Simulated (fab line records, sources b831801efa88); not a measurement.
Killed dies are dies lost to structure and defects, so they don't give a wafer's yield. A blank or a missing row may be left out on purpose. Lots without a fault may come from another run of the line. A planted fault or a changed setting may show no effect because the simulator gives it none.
fab line records | flow gf180mcu
record lots=5 wafers=15 last_day=34
route steps=602 shown HV_LDD@222 NSD@235 PSD@248
lots that met no fault: from a run of the same line without faults
start_h: hours from the record's first day to the start of the lot's first wafer shown | wait_h: hours since the lot's step before | " the same as in the row above | L1.1+2: a row that stands for several wafers | - no value, or no start given | * or withheld: withheld | < > ~ a bound
route shown NAME@n: a module of which the file shows steps, and the number in the route of the first | usual: mean/standard deviation of fault-free wafers | same: alike in all rows | chamber/n: place in a boat | sites: the reading at each site | _std_site: their standard deviation | _edge_site: outer sites' mean less inner sites' | radius_mm: how far each site lies from the wafer's centre | mask NAME#n: copy n | behind: the tool/chamber that last shaped the wafer | hold: why the lot was held/for how many hours/how that ended | device: the transistor (n, p or np) that didn't switch | end of line: the same wafers' tests at the end of the route | a step without rows: its recipe alone | killed: dies lost to structure and defects at the first sort, not the wafer's yield | map: a wafer's dies, x killed, . not, _ none there
set.NAME: the setting as run; set.NAME@STEP: as run at that earlier step | model.NAME: the simulator's own value behind a step, which no gauge read
lots at some steps of the route; a table a step, a row a wafer
services: from which hour (start_h, from the record's first day; less than 0 if before it) a tool's chamber was out of use, for how many hours, and why
## steps
# step GF_HV_LDD_CD_MEAS_46
# recipe target_cd_nm=400
# usual cd_nm=399.4/2.6
# columns lot.wafer tool chamber start_h wait_h cd_nm
L074.2 cd_sem-01 - 269.59 0.1 398.1
L074.4 " - " " 398.8
L074.5 " - " " 395.4
L076.1 cd_sem-02 - 282.64 0.1 400.2
L076.3 " - " " 397.5
L076.5 " - " " 400.1
L077.4 cd_sem-01 - 294.93 0.1 397.8
L077.5 " - " " 396.7
L077.6 " - " " 396.0
L084.1 cd_sem-02 - 365.77 0.1 396.0
L084.2 " - " " 396.7
L084.4 " - " " 396.9
L095.1 cd_sem-01 - 439.27 0.1 401.1
L095.2 " - " " 399.5
L095.3 " - " " 402.9
# step GF_HV_LDD_OVL_MEAS_47
# usual HV_LDD_03_OVL=0.8/1.6
# columns lot.wafer tool chamber start_h wait_h HV_LDD_03_OVL[nm]
L074.2 overlay-01 - 269.70 0.1 0.6
L074.4 " - " " 0.3
L074.5 " - " " 0.1
L076.1 overlay-02 - 282.76 0.1 1.6
L076.3 " - " " 0.2
L076.5 " - " " 1.6
L077.4 overlay-01 - 295.01 0.1 1.9
L077.5 " - " " 2.1
L077.6 " - " " 2.4
L084.1 overlay-02 - 365.89 0.1 -1.8
L084.2 " - " " -0.2
L084.4 " - " " 0.8
L095.1 overlay-02 - 439.39 0.1 3.9
L095.2 " - " " 0.5
L095.3 " - " " 2.6
# step GF_HV_LDD_IMPLANT_48
# recipe species=B energy_kev=25 dose_cm2=3e+13 tilt_deg=7
# same implant_ion_amu=11
# columns lot.wafer tool chamber start_h wait_h
L074.2+4+5 implanter-02 0 269.75 0.0
L076.1+3+5 implanter-03 0 282.79 0.0
L077.4+5+6 implanter-03 0 295.10 0.1
L084.1+2+4 implanter-03 0 365.93 0.0
L095.1+2+3 implanter-03 0 439.42 0.0
# step GF_HV_LDD_STRIP_49
# recipe chemistry=O2/N2 power_w=1400 pressure_mtorr=1500 platen_temp_c=250 o2_flow_sccm=3000 n2_flow_sccm=300 overash_fraction=0.5
# usual drypump_motor_current_A=5.45/0.13 heater_power_w=317/27 oes_product_au=0.716/0.0043 strip_time_to_endpoint_s=12.63/0.034
# columns lot.wafer tool chamber start_h wait_h drypump_motor_current_A heater_power_w oes_product_au rf_hours_counter_h strip_time_to_endpoint_s
L074.2 plasma_asher-02 0 269.88 0.1 5.40 347 0.721 64 12.64
L074.4 " 0 " " 5.42 353 0.716 - 12.69
L074.5 " 1 " " 5.33 312 0.713 - 12.66
L076.1 plasma_asher-03 0 282.94 0.1 5.22 358 0.723 63 12.64
L076.3 " 0 " " 5.21 368 0.720 - 12.67
L076.5 " 1 " " 5.59 317 0.709 - 12.67
L077.4 plasma_asher-02 1 295.21 0.1 5.36 311 0.713 - 12.59
L077.5 " 0 " " 5.46 342 0.716 - 12.65
L077.6 " 1 " " 5.35 311 0.718 - 12.62
L084.1 plasma_asher-04 1 366.08 0.1 5.49 306 0.718 27 12.58
L084.2 " 0 " " 5.64 275 0.719 27 12.66
L084.4 " 0 " " 5.64 270 0.721 - 12.62
L095.1 plasma_asher-03 1 439.57 0.1 5.58 316 0.711 81 12.64
L095.2 " 0 " " 5.20 357 0.722 81 12.63
L095.3 " 0 " " 5.22 356 0.717 - 12.66
# step GF_HV_LDD_TW_MEAS_50
# usual HV_LDD_4_TW=569/7.8
# columns lot.wafer tool chamber start_h wait_h HV_LDD_4_TW
L074.2 film_metro-01 - 269.99 0.1 579
L074.4 " - " " 576
L074.5 " - " " 575
L076.1 film_metro-03 - 283.04 0.1 561
L076.3 " - " " 564
L076.5 " - " " 567
L077.4 film_metro-01 - 295.31 0.1 576
L077.5 " - " " 574
L077.6 " - " " 578
L084.1 film_metro-03 - 366.18 0.1 563
L084.2 " - " " 559
L084.4 " - " " 560
L095.1 film_metro-04 - 439.67 0.1 581
L095.2 " - " " 577
L095.3 " - " " 575
# step GF_HV_LDD_CLEAN_51
# recipe chemistry=SC1/SC2 mix=1:4:20 temp_c=70 time_s=150 dry=n2_spin
# columns lot.wafer tool chamber start_h wait_h
L074.2+4+5 wet_bench-01 1 270.04 0.0
L076.1+3+5 wet_bench-03 1 283.10 0.1
L077.4+5+6 wet_bench-01 2 295.34 0.0
L084.1+2+4 wet_bench-01 1 366.24 0.1
L095.1+2+3 wet_bench-03 3 439.73 0.1
# step GF_HV_LDD_RTA_52
# recipe temp_c=1000 time_s=10 ambient=N2
# usual lamp_power_pct=37.1/2 wafer_temp_C_max=1006.8/1.5
# columns lot.wafer tool chamber start_h wait_h lamp_power_pct wafer_temp_C_max
L074.2 rtp_anneal-01 0 270.10 0.0 35.4 1005.1
L074.4 " 0 " " 35.4 1006.4
L074.5 " 0 " " 35.4 1006.2
L076.1 rtp_anneal-01 0 283.15 0.0 35.4 1005.4
L076.3 " 0 " " 35.4 1005.8
L076.5 " 0 " " 35.4 1007.0
L077.4 rtp_anneal-02 0 295.42 0.0 39.4 1007.7
L077.5 " 0 " " 39.4 1009.2
L077.6 " 0 " " 39.4 1008.8
L084.1 rtp_anneal-01 0 366.29 0.0 35.4 1006.7
L084.2 " 0 " " 35.4 1006.0
L084.4 " 0 " " 35.3 1006.8
L095.1 rtp_anneal-02 0 439.78 0.0 39.4 1006.3
L095.2 " 0 " " 39.4 1008.2
L095.3 " 0 " " 39.4 1007.5
# step GF_HV_LDD_RS_MEAS_53
# recipe thk_meas_gauge=four-point-probe
# usual HV_LDD_RS=418.3/1.1
# columns lot.wafer tool chamber start_h wait_h HV_LDD_RS[ohm/sq]
L074.2 film_metro-03 - 270.17 0.1 419.5
L074.4 " - " " 419.9
L074.5 " - " " 419.4
L076.1 film_metro-01 - 283.22 0.1 418.7
L076.3 " - " " 418.4
L076.5 " - " " 418.6
L077.4 film_metro-03 - 295.51 0.1 420.2
L077.5 " - " " 419.6
L077.6 " - " " 418.4
L084.1 film_metro-04 - 366.35 0.1 415.5
L084.2 " - " " 417.2
L084.4 " - " " 416.8
L095.1 film_metro-03 - 439.85 0.1 419.0
L095.2 " - " " 418.8
L095.3 " - " " 419.7
# step GF_HV_LDD_CVD_54
# recipe material=SiO2 target_thk_nm=10 precursor=TEOS temp_c=680 time_s=75 pressure_mtorr=400
# usual pressure_mtorr=400.1/0.8 susceptor_temp_C=680.03/0.29 zone_power_centre_pct=10.8/0.89
# columns lot.wafer tool chamber start_h wait_h pressure_mtorr susceptor_temp_C zone_power_centre_pct
L074.2 lpcvd-02 1 270.27 0.1 401.4 680.21 9.8
L074.4 " 1 " " 401.9 680.00 9.8
L074.5 " 1 " " 401.5 680.39 10.1
L076.1 lpcvd-01 0 283.34 0.1 400.0 680.18 11.1
L076.3 " 0 " " 398.9 680.04 11.0
L076.5 " 0 " " 399.2 680.52 11.1
L077.4 lpcvd-02 1 295.57 0.0 400.5 680.18 9.8
L077.5 " 1 " " 401.2 680.19 9.8
L077.6 " 1 " " 399.4 680.23 9.7
L084.1 lpcvd-01 1 366.47 0.1 400.7 679.16 12.3
L084.2 " 1 " " 400.8 679.82 12.0
L084.4 " 1 " " 400.4 679.60 12.0
L095.1 lpcvd-01 0 439.97 0.1 399.8 680.15 11.1
L095.2 " 0 " " 399.4 680.36 10.9
L095.3 " 0 " " 401.1 680.12 10.8
# step GF_HV_LDD_THK_MEAS_55
# recipe reads=SiO2_of_HV_LDD_CVD_54
# usual HV_LDD_CVD_54_THK=10.05/0.14
# columns lot.wafer tool chamber start_h wait_h HV_LDD_CVD_54_THK[nm]
L074.2 film_metro-03 - 271.30 0.0 9.96
L074.4 " - " " 10.00
L074.5 " - " " 9.95
L076.1 film_metro-03 - 284.36 0.0 9.84
L076.3 " - " " 9.91
L076.5 " - " " 9.94
L077.4 film_metro-03 - 296.62 0.0 9.92
L077.5 " - " " 10.10
L077.6 " - " " 10.04
L084.1 film_metro-03 - 367.49 0.0 10.39
L084.2 " - " " 10.36
L084.4 " - " " 10.44
L095.1 film_metro-03 - 440.99 0.0 9.90
L095.2 " - " " 9.92
L095.3 " - " " 9.94
# step GF_HV_LDD_CVD_56
# recipe material=Si3N4 precursor=DCS/NH3 target_thk_nm=90 temp_c=770 time_s=1543 pressure_mtorr=250
# usual pressure_mtorr=250.0/0.5 susceptor_temp_C=770.01/0.29 zone_power_centre_pct=13.5/1
# columns lot.wafer tool chamber start_h wait_h pressure_mtorr susceptor_temp_C zone_power_centre_pct
L074.2 lpcvd-01 0 271.35 0.0 249.1 770.24 13.9
L074.4 " 0 " " 249.8 770.12 14.0
L074.5 " 0 " " 250.3 769.81 14.1
L076.1 lpcvd-02 1 284.42 0.1 250.8 770.40 12.5
L076.3 " 1 " " 249.8 769.89 12.4
L076.5 " 1 " " 250.0 769.86 12.4
L077.4 lpcvd-02 0 296.65 0.0 249.4 769.51 13.0
L077.5 " 0 " " 250.1 770.37 12.9
L077.6 " 0 " " 249.3 770.20 12.9
L084.1 lpcvd-01 1 367.55 0.1 250.0 770.06 15.3
L084.2 " 1 " " 249.7 769.92 15.3
L084.4 " 1 " " 250.2 769.60 15.3
L095.1 lpcvd-02 0 441.05 0.1 250.8 770.06 12.8
L095.2 " 0 " " 251.1 770.02 12.8
L095.3 " 0 " " 251.4 770.25 13.1
# step GF_HV_LDD_THK_MEAS_57
# recipe reads=Si3N4_of_HV_LDD_CVD_56
# usual HV_LDD_CVD_56_THK=90.0/1
# columns lot.wafer tool chamber start_h wait_h HV_LDD_CVD_56_THK[nm]
L074.2 film_metro-01 - 272.79 0.0 90.0
L074.4 " - " " 89.3
L074.5 " - " " 90.0
L076.1 film_metro-01 - 285.85 0.0 90.5
L076.3 " - " " 90.0
L076.5 " - " " 90.6
L077.4 film_metro-01 - 298.11 0.0 89.6
L077.5 " - " " 90.0
L077.6 " - " " 89.9
L084.1 film_metro-01 - 368.98 0.0 91.7
L084.2 " - " " 91.7
L084.4 " - " " 92.3
L095.1 film_metro-03 - 442.48 0.0 91.7
L095.2 " - " " 91.8
L095.3 " - " " 92.2
# step GF_HV_LDD_ETCHBACK_58
# recipe chemistry=CH3F/O2 target=Si3N4 stop_on=SiO2 source_w=400 bias_w=80 pressure_mtorr=25 ch3f_flow_sccm=40 O2_flow_sccm=30 time_s=100 target_depth_a=900
# usual O2_flow_sccm=30.00/0.082 drypump_motor_current_A=5.8/0.57 oes_product_au=0.843/0.0072 throttle_valve_pct=10.561/0.0095
# columns lot.wafer tool chamber start_h wait_h O2_flow_sccm drypump_motor_current_A oes_product_au rf_hours_counter_h throttle_valve_pct
L074.2 rie_diel-02 0 272.84 0.0 30.10 6.4 0.838 5 10.575
L074.4 " 1 " " 30.22 6.2 0.845 55 10.570
L074.5 " 3 " " 29.95 6.6 0.840 - 10.556
L076.1 rie_diel-02 2 285.91 0.1 30.02 5.5 0.851 15 10.550
L076.3 " 1 " " 29.94 6.2 0.842 56 10.559
L076.5 " 0 " " 29.98 6.4 0.844 - 10.574
L077.4 rie_diel-04 2 298.14 0.0 29.91 6.5 0.840 4 10.570
L077.5 " 0 " " 29.88 6.1 0.837 - 10.566
L077.6 " 3 " " 30.14 4.7 0.834 - 10.563
L084.1 rie_diel-04 3 369.04 0.1 30.04 4.7 0.855 9 10.552
L084.2 " 0 " " 30.02 6.1 0.847 46 10.569
L084.4 " 1 " " 29.98 5.5 0.854 - 10.547
L095.1 rie_diel-04 3 442.54 0.1 30.01 4.7 0.843 11 10.539
L095.2 " 0 " " 29.87 6.1 0.848 48 10.570
L095.3 " 1 " " 29.95 5.5 0.855 56 10.557
# step GF_NSD_DEHYDRATE_00
# recipe temp_c=200 time_s=60
# usual chill_plate_temp_C=23.00/0.11
# columns lot.wafer tool chamber start_h wait_h chill_plate_temp_C
L074.2 litho_track-01 0 281.35 8.5 22.86
L074.4 " 0 " " 22.82
L074.5 " 0 " " 22.89
L076.1 litho_track-04 0 293.83 7.9 23.18
L076.3 " 0 " " 22.89
L076.5 " 0 " " 22.98
L077.4 litho_track-04 0 307.60 9.4 23.12
L077.5 " 0 " " 23.03
L077.6 " 0 " " 22.90
L084.1 litho_track-04 0 380.18 11.1 22.95
L084.2 " 0 " " 22.86
L084.4 " 0 " " 22.87
L095.1 litho_track-02 0 455.17 12.6 22.94
L095.2 " 0 " " 23.13
L095.3 " 0 " " 23.15
# step GF_NSD_HMDS_01
# recipe prime_time_s=60 prime_temp_c=120
# usual chill_plate_temp_C=22.99/0.097
# columns lot.wafer tool chamber start_h wait_h chill_plate_temp_C
L074.2 litho_track-01 0 281.50 0.1 22.84
L074.4 " 0 " " 22.91
L074.5 " 0 " " 22.77
L076.1 litho_track-04 0 293.98 0.1 22.95
L076.3 " 0 " " 22.96
L076.5 " 0 " " 22.91
L077.4 litho_track-04 0 307.75 0.1 23.00
L077.5 " 0 " " 22.98
L077.6 " 0 " " 23.05
L084.1 litho_track-04 0 380.33 0.1 23.06
L084.2 " 0 " " 23.19
L084.4 " 0 " " 23.11
L095.1 litho_track-02 0 455.32 0.1 22.91
L095.2 " 0 " " 22.74
L095.3 " 0 " " 22.92
# step GF_NSD_COAT_02
# recipe resist=NOVOLAK spin_rpm=3000 resist_thk_nm=1000
# usual chill_plate_temp_C=23.00/0.09
# columns lot.wafer tool chamber start_h wait_h chill_plate_temp_C
L074.2 litho_track-01 0 281.65 0.1 22.86
L074.4 " 0 " " 22.87
L074.5 " 0 " " 22.89
L076.1 litho_track-04 0 294.13 0.1 22.99
L076.3 " 0 " " 22.94
L076.5 " 0 " " 22.84
L077.4 litho_track-04 0 307.90 0.1 22.89
L077.5 " 0 " " 22.89
L077.6 " 0 " " 22.93
L084.1 litho_track-04 0 380.48 0.1 22.99
L084.2 " 0 " " 23.01
L084.4 " 0 " " 22.92
L095.1 litho_track-02 0 455.47 0.1 23.13
L095.2 " 0 " " 22.99
L095.3 " 0 " " 23.03
# step GF_NSD_SOFTBAKE_03
# recipe temp_c=90 time_s=60 resist=NOVOLAK
# usual chill_plate_temp_C=22.99/0.12
# columns lot.wafer tool chamber start_h wait_h chill_plate_temp_C
L074.2 litho_track-01 0 281.80 0.1 22.89
L074.4 " 0 " " 22.90
L074.5 " 0 " " 23.02
L076.1 litho_track-04 0 294.28 0.1 23.19
L076.3 " 0 " " 23.07
L076.5 " 0 " " 22.90
L077.4 litho_track-04 0 308.05 0.1 23.17
L077.5 " 0 " " 22.83
L077.6 " 0 " " 23.24
L084.1 litho_track-04 0 380.63 0.1 23.13
L084.2 " 0 " " 23.12
L084.4 " 0 " " 23.03
L095.1 litho_track-02 0 455.62 0.1 22.95
L095.2 " 0 " " 22.90
L095.3 " 0 " " 23.19
# step GF_NSD_EXPOSE_04
# recipe mask_id=Nplus target_cd_nm=400 na=0.6 source_shape=conventional sigma_outer=0.6 dose_mj=140
# same na=0.6
# columns lot.wafer tool chamber start_h wait_h mask
L074.2+4+5 iline_stepper-02 0 - - Nplus#0
L076.1+3+5 iline_stepper-02 0 - - Nplus#0
L077.4+5+6 iline_stepper-02 0 - - Nplus#0
L084.1+2+4 iline_stepper-01 0 - - Nplus#0
L095.1+2+3 iline_stepper-01 0 - - Nplus#0
# step GF_NSD_PEB_05
# recipe temp_c=withheld time_s=* resist=NOVOLAK
# usual chill_plate_temp_C=*
# columns lot.wafer tool chamber start_h wait_h chill_plate_temp_C
L074.2 litho_track-04 0 - - *
L074.4 " 0 " " *
L074.5 " 0 " " *
L076.1 litho_track-01 0 - - *
L076.3 " 0 " " *
L076.5 " 0 " " *
L077.4 litho_track-04 0 - - *
L077.5 " 0 " " *
L077.6 " 0 " " *
L084.1 litho_track-01 0 - - *
L084.2 " 0 " " *
L084.4 " 0 " " *
L095.1 litho_track-02 0 - - *
L095.2 " 0 " " *
L095.3 " 0 " " *
# step GF_NSD_DEVELOP_06
# recipe develop_time_s=60 dev_temp_c=23
# usual chill_plate_temp_C=23.00/0.1
# columns lot.wafer tool chamber start_h wait_h chill_plate_temp_C
L074.2 litho_track-04 0 290.90 0.1 23.03
L074.4 " 0 " " 22.99
L074.5 " 0 " " 22.89
L076.1 litho_track-01 0 304.17 0.1 23.12
L076.3 " 0 " " 22.98
L076.5 " 0 " " 23.19
L077.4 litho_track-04 0 317.60 0.1 22.91
L077.5 " 0 " " 22.95
L077.6 " 0 " " 22.95
L084.1 litho_track-01 0 391.47 0.1 22.96
L084.2 " 0 " " 23.13
L084.4 " 0 " " 23.16
L095.1 litho_track-02 0 466.52 0.1 23.15
L095.2 " 0 " " 22.89
L095.3 " 0 " " 23.00
# step GF_NSD_CD_MEAS_07
# recipe target_cd_nm=400
# usual cd_nm=399.8/2.2
# columns lot.wafer tool chamber start_h wait_h cd_nm
L074.2 cd_sem-01 - 291.21 0.3 398.3
L074.4 " - " " 397.9
L074.5 " - " " 398.6
L076.1 cd_sem-02 - 304.32 0.1 403.5
L076.3 " - " " 401.1
L076.5 " - " " 399.3
L077.4 cd_sem-01 - 317.74 0.1 400.4
L077.5 " - " " 399.4
L077.6 " - " " 402.6
L084.1 cd_sem-01 - 391.62 0.1 405.5
L084.2 " - " " 404.6
L084.4 " - " " 402.7
L095.1 cd_sem-02 - 466.67 0.1 397.3
L095.2 " - " " 396.2
L095.3 " - " " 396.0
# step GF_NSD_OVL_MEAS_08
# usual NSD_OVL=-0.6/1.5
# columns lot.wafer tool chamber start_h wait_h NSD_OVL[nm]
L074.2 overlay-02 - 291.32 0.1 -1.2
L074.4 " - " " 1.8
L074.5 " - " " 0.0
L076.1 overlay-01 - 304.44 0.1 2.0
L076.3 " - " " 1.6
L076.5 " - " " 3.2
L077.4 overlay-02 - 317.82 0.1 -0.4
L077.5 " - " " 1.1
L077.6 " - " " 1.7
L084.1 overlay-02 - 391.74 0.1 -2.1
L084.2 " - " " -1.1
L084.4 " - " " -2.1
L095.1 overlay-01 - 466.79 0.1 -0.9
L095.2 " - " " -1.2
L095.3 " - " " -1.1
# step GF_NSD_IMPLANT_09
# recipe species=As energy_kev=60 dose_cm2=4e+15 tilt_deg=7
# same implant_ion_amu=75
# columns lot.wafer tool chamber start_h wait_h
L074.2+4+5 implanter-02 0 291.38 0.0
L076.1+3+5 implanter-04 0 304.48 0.0
L077.4+5+6 implanter-03 0 317.91 0.1
L084.1+2+4 implanter-04 0 391.78 0.0
L095.1+2+3 implanter-03 0 466.82 0.0
# step GF_NSD_IMPLANT_10
# recipe species=P energy_kev=40 dose_cm2=5e+14 tilt_deg=7
# same implant_ion_amu=31
# columns lot.wafer tool chamber start_h wait_h
L074.2+4+5 implanter-02 0 291.53 0.1
L076.1+3+5 implanter-04 0 304.63 0.1
L077.4+5+6 implanter-03 0 318.06 0.1
L084.1+2+4 implanter-04 0 391.93 0.1
L095.1+2+3 implanter-03 0 466.97 0.1
# step GF_NSD_STRIP_11
# recipe chemistry=O2/N2 power_w=1400 pressure_mtorr=1500 platen_temp_c=250 o2_flow_sccm=3000 n2_flow_sccm=300 overash_fraction=0.5
# usual drypump_motor_current_A=5.51/0.22 heater_power_w=317/35 oes_product_au=0.486/0.0043 strip_time_to_endpoint_s=22.96/0.042
# columns lot.wafer tool chamber start_h wait_h drypump_motor_current_A heater_power_w oes_product_au rf_hours_counter_h strip_time_to_endpoint_s
L074.2 plasma_asher-04 0 291.65 0.1 5.62 282 0.484 18 23.04
L074.4 " 1 " " 5.44 313 0.488 - 23.06
L074.5 " 0 " " 5.58 279 0.485 - 23.05
L076.1 plasma_asher-03 0 304.78 0.1 5.19 358 0.491 66 23.04
L076.3 " 1 " " 5.57 317 0.480 - 23.00
L076.5 " 1 " " 5.58 306 0.482 - 23.00
L077.4 plasma_asher-04 0 318.17 0.1 5.57 286 0.492 - 22.95
L077.5 " 1 " " 5.39 308 0.491 - 22.93
L077.6 " 0 " " 5.62 279 0.482 - 22.94
L084.1 plasma_asher-01 1 392.08 0.1 5.84 285 0.480 57 22.90
L084.2 " 0 " " 5.26 367 0.487 57 22.92
L084.4 " 1 " " 5.84 288 0.484 - 22.90
L095.1 plasma_asher-01 0 467.12 0.1 5.31 378 0.481 66 22.98
L095.2 " 1 " " 5.83 289 0.487 66 23.01
L095.3 " 1 " " 5.84 288 0.493 - 22.99
# step GF_NSD_TW_MEAS_12
# usual NSD_TW=4250/51
# columns lot.wafer tool chamber start_h wait_h NSD_TW
L074.2 film_metro-02 - 291.76 0.1 4245
L074.4 " - " " 4235
L074.5 " - " " 4227
L076.1 film_metro-04 - 304.88 0.1 4341
L076.3 " - " " 4348
L076.5 " - " " 4351
L077.4 film_metro-04 - 318.27 0.1 4303
L077.5 " - " " 4298
L077.6 " - " " 4294
L084.1 film_metro-04 - 392.17 0.1 4258
L084.2 " - " " 4252
L084.4 " - " " 4282
L095.1 film_metro-04 - 467.22 0.1 4358
L095.2 " - " " 4331
L095.3 " - " " 4323
# step GF_PSD_DEHYDRATE_00
# recipe temp_c=200 time_s=60
# usual chill_plate_temp_C=23.01/0.11
# columns lot.wafer tool chamber start_h wait_h chill_plate_temp_C
L074.2 litho_track-03 0 300.41 8.6 22.94
L074.4 " 0 " " 23.14
L074.5 " 0 " " 22.95
L076.1 litho_track-03 0 313.88 9.0 22.84
L076.3 " 0 " " 23.02
L076.5 " 0 " " 23.04
L077.4 litho_track-04 0 327.10 8.8 22.87
L077.5 " 0 " " 22.88
L077.6 " 0 " " 22.90
L084.1 litho_track-04 0 403.83 11.6 23.13
L084.2 " 0 " " 23.22
L084.4 " 0 " " 23.04
L095.1 litho_track-04 0 479.18 11.9 23.06
L095.2 " 0 " " 23.15
L095.3 " 0 " " 23.12
# step GF_PSD_HMDS_01
# recipe prime_time_s=60 prime_temp_c=120
# usual chill_plate_temp_C=23.01/0.099
# columns lot.wafer tool chamber start_h wait_h chill_plate_temp_C
L074.2 litho_track-03 0 300.56 0.1 22.86
L074.4 " 0 " " 22.90
L074.5 " 0 " " 22.93
L076.1 litho_track-03 0 314.03 0.1 23.08
L076.3 " 0 " " 23.05
L076.5 " 0 " " 22.89
L077.4 litho_track-04 0 327.25 0.1 22.93
L077.5 " 0 " " 23.13
L077.6 " 0 " " 23.15
L084.1 litho_track-04 0 403.98 0.1 23.01
L084.2 " 0 " " 23.12
L084.4 " 0 " " 22.92
L095.1 litho_track-04 0 479.33 0.1 23.08
L095.2 " 0 " " 23.06
L095.3 " 0 " " 23.05
# step GF_PSD_COAT_02
# recipe resist=NOVOLAK spin_rpm=3000 resist_thk_nm=1000
# usual chill_plate_temp_C=22.97/0.11
# columns lot.wafer tool chamber start_h wait_h chill_plate_temp_C
L074.2 litho_track-03 0 300.71 0.1 23.00
L074.4 " 0 " " 23.10
L074.5 " 0 " " 23.06
L076.1 litho_track-03 0 314.18 0.1 22.92
L076.3 " 0 " " 22.95
L076.5 " 0 " " 22.90
L077.4 litho_track-04 0 327.40 0.1 23.06
L077.5 " 0 " " 22.90
L077.6 " 0 " " 22.98
L084.1 litho_track-04 0 404.13 0.1 22.85
L084.2 " 0 " " 22.94
L084.4 " 0 " " 22.86
L095.1 litho_track-04 0 479.48 0.1 23.28
L095.2 " 0 " " 23.40
L095.3 " 0 " " 23.05
# step GF_PSD_SOFTBAKE_03
# recipe temp_c=90 time_s=60 resist=NOVOLAK
# usual chill_plate_temp_C=23.03/0.11
# columns lot.wafer tool chamber start_h wait_h chill_plate_temp_C
L074.2 litho_track-03 0 300.86 0.1 22.99
L074.4 " 0 " " 22.97
L074.5 " 0 " " 22.90
L076.1 litho_track-03 0 314.33 0.1 23.04
L076.3 " 0 " " 22.98
L076.5 " 0 " " 23.07
L077.4 litho_track-04 0 327.55 0.1 23.17
L077.5 " 0 " " 23.01
L077.6 " 0 " " 23.19
L084.1 litho_track-04 0 404.28 0.1 22.94
L084.2 " 0 " " 23.23
L084.4 " 0 " " 23.09
L095.1 litho_track-04 0 479.63 0.1 22.92
L095.2 " 0 " " 23.01
L095.3 " 0 " " 23.17
# step GF_PSD_EXPOSE_04
# recipe mask_id=Pplus target_cd_nm=400 na=0.6 source_shape=conventional sigma_outer=0.6 dose_mj=140
# same na=0.6
# columns lot.wafer tool chamber start_h wait_h mask
L074.2+4+5 iline_stepper-02 0 - - Pplus#0
L076.1+3+5 iline_stepper-01 0 - - Pplus#0
L077.4+5+6 iline_stepper-02 0 - - Pplus#0
L084.1+2+4 iline_stepper-01 0 - - Pplus#0
L095.1+2+3 iline_stepper-01 0 - - Pplus#0
# step GF_PSD_PEB_05
# recipe temp_c=withheld time_s=* resist=NOVOLAK
# usual chill_plate_temp_C=*
# columns lot.wafer tool chamber start_h wait_h chill_plate_temp_C
L074.2 litho_track-01 0 - - *
L074.4 " 0 " " *
L074.5 " 0 " " *
L076.1 litho_track-04 0 - - *
L076.3 " 0 " " *
L076.5 " 0 " " *
L077.4 litho_track-03 0 - - *
L077.5 " 0 " " *
L077.6 " 0 " " *
L084.1 litho_track-04 0 - - *
L084.2 " 0 " " *
L084.4 " 0 " " *
L095.1 litho_track-03 0 - - *
L095.2 " 0 " " *
L095.3 " 0 " " *
# step GF_PSD_DEVELOP_06
# recipe develop_time_s=60 dev_temp_c=23
# usual chill_plate_temp_C=23.02/0.098
# columns lot.wafer tool chamber start_h wait_h chill_plate_temp_C
L074.2 litho_track-01 0 310.75 0.1 23.06
L074.4 " 0 " " 23.04
L074.5 " 0 " " 22.96
L076.1 litho_track-04 0 323.73 0.1 22.95
L076.3 " 0 " " 22.97
L076.5 " 0 " " 22.93
L077.4 litho_track-03 0 338.11 0.1 23.14
L077.5 " 0 " " 23.04
L077.6 " 0 " " 23.15
L084.1 litho_track-04 0 415.58 0.1 23.10
L084.2 " 0 " " 23.14
L084.4 " 0 " " 22.96
L095.1 litho_track-03 0 490.28 0.1 23.05
L095.2 " 0 " " 23.14
L095.3 " 0 " " 23.01
# step GF_PSD_CD_MEAS_07
# recipe target_cd_nm=400
# usual cd_nm=399.3/2.2
# columns lot.wafer tool chamber start_h wait_h cd_nm
L074.2 cd_sem-01 - 310.89 0.1 394.0
L074.4 " - " " 396.5
L074.5 " - " " 395.4
L076.1 cd_sem-02 - 323.88 0.1 398.2
L076.3 " - " " 398.0
L076.5 " - " " 400.1
L077.4 cd_sem-02 - 338.24 0.1 398.6
L077.5 " - " " 395.0
L077.6 " - " " 396.4
L084.1 cd_sem-01 - 415.73 0.1 398.8
L084.2 " - " " 400.2
L084.4 " - " " 397.3
L095.1 cd_sem-02 - 490.43 0.1 398.3
L095.2 " - " " 402.1
L095.3 " - " " 398.0
# step GF_PSD_OVL_MEAS_08
# usual PSD_OVL=0.5/1.3
# columns lot.wafer tool chamber start_h wait_h PSD_OVL[nm]
L074.2 overlay-02 - 311.00 0.1 1.2
L074.4 " - " " 2.6
L074.5 " - " " 2.7
L076.1 overlay-02 - 324.00 0.1 -0.2
L076.3 " - " " 1.4
L076.5 " - " " 2.3
L077.4 overlay-01 - 338.32 0.1 -0.2
L077.5 " - " " 1.7
L077.6 " - " " 0.4
L084.1 overlay-01 - 415.85 0.1 -3.6
L084.2 " - " " -0.1
L084.4 " - " " -0.9
L095.1 overlay-01 - 490.55 0.1 -0.6
L095.2 " - " " -0.3
L095.3 " - " " -1.0
# step GF_PSD_IMPLANT_09
# recipe species=BF2 energy_kev=40 dose_cm2=1.5e+15 tilt_deg=7
# same implant_ion_amu=49
# columns lot.wafer tool chamber start_h wait_h
L074.2+4+5 implanter-01 0 311.05 0.0
L076.1+3+5 implanter-04 0 324.03 0.0
L077.4+5+6 implanter-04 0 338.41 0.1
L084.1+2+4 implanter-02 0 415.88 0.0
L095.1+2+3 implanter-04 0 490.59 0.0
## services
# columns tool chamber start_h hours kind
iline_stepper-01 - 259.92 8.9 pm
rie_diel-04 - 276.94 4.3 pm
implanter-02 - 279.02 1.5 repair
rie_diel-04 2 285.37 4.5 repair
implanter-02 - 292.07 6.0 pm
iline_stepper-01 - 294.45 6.2 repair
plasma_asher-03 - 323.03 2.8 repair
iline_stepper-01 - 339.81 0.7 repair
lpcvd-02 - 351.02 2.0 repair
lpcvd-02 - 353.00 2.8 pm
plasma_asher-03 - 357.15 12.9 repair
rie_diel-04 2 364.81 21.5 repair
implanter-02 - 370.83 4.5 pm
plasma_asher-04 - 371.63 37.9 repair
iline_stepper-02 - 420.59 1.7 pm
rtp_anneal-01 - 422.55 7.1 pm
implanter-04 - 430.82 3.7 repair
rie_diel-04 2 431.26 4.4 repair
implanter-02 - 436.93 0.9 repair
implanter-02 - 442.24 5.0 repair
rie_diel-04 - 444.51 1.0 repair
iline_stepper-02 - 471.69 8.9 pm
implanter-03 - 472.04 10.5 pm
lpcvd-02 - 484.93 1.4 repair
## key
fault none
